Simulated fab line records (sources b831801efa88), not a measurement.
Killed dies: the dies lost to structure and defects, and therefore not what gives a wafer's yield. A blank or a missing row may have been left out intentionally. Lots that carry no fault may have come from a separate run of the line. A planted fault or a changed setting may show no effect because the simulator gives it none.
Matching of chambers :: flow gf180mcu :: hdpcvd-02 running GF_V1_CVD_00: 3 sister chambers
The step deposits SiO2, target thk 600 nm, time 100 s. 3 wafers are shown with their chamber, then 7 later ones without.

WAFERS PAIRED WITH THEIR CHAMBERS
wafer: L445.1
chamber: 0
pressureMtorr (mTorr): 5.986

wafer: L449.3
chamber: 2
pressureMtorr (mTorr): 5.978

wafer: L449.4
chamber: 1
pressureMtorr (mTorr): 6.001

WAFERS WITH NO CHAMBER GIVEN
wafer: L449.6
pressureMtorr (mTorr): 5.997

wafer: L456.3
pressureMtorr (mTorr): 6.009

wafer: L456.5
pressureMtorr (mTorr): 6.000

wafer: L456.6
pressureMtorr (mTorr): 6.020

wafer: L462.1
pressureMtorr (mTorr): 5.998

wafer: L462.3
pressureMtorr (mTorr): 6.005

wafer: L462.5
pressureMtorr (mTorr): 6.012

WHICH CHAMBER EACH WENT THROUGH
wafer: L449.6
from the rows above: can't be placed: 1 or 0 or 2
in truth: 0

wafer: L456.3
from the rows above: can't be placed: 1 or 0
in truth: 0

wafer: L456.5
from the rows above: can't be placed: 1 or 0
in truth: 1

wafer: L456.6
from the rows above: can't be placed: 1 or 0
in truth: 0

wafer: L462.1
from the rows above: can't be placed: 1 or 0 or 2
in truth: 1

wafer: L462.3
from the rows above: can't be placed: 1 or 0
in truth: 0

wafer: L462.5
from the rows above: can't be placed: 1 or 0
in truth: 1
Placed correctly: 0 of 7. From these rows, 7 cannot be placed; in 7 the true chamber is one of the candidates. Number placed wrongly: 0.
How it was worked out, from the rows above alone: a wafer's distance from a chamber is the root of the sum, over the readings, of the square of ((its reading less the chamber's mean) divided by the reading's scatter). The wafer belongs to the nearest chamber; if the next one is less than 2 further off, it can't be placed. For every chamber, the mean is computed from those of its wafers that are shown. The scatter: root of mean squared gap, hidden wafer to nearest shown wafer, with one shown wafer a chamber.
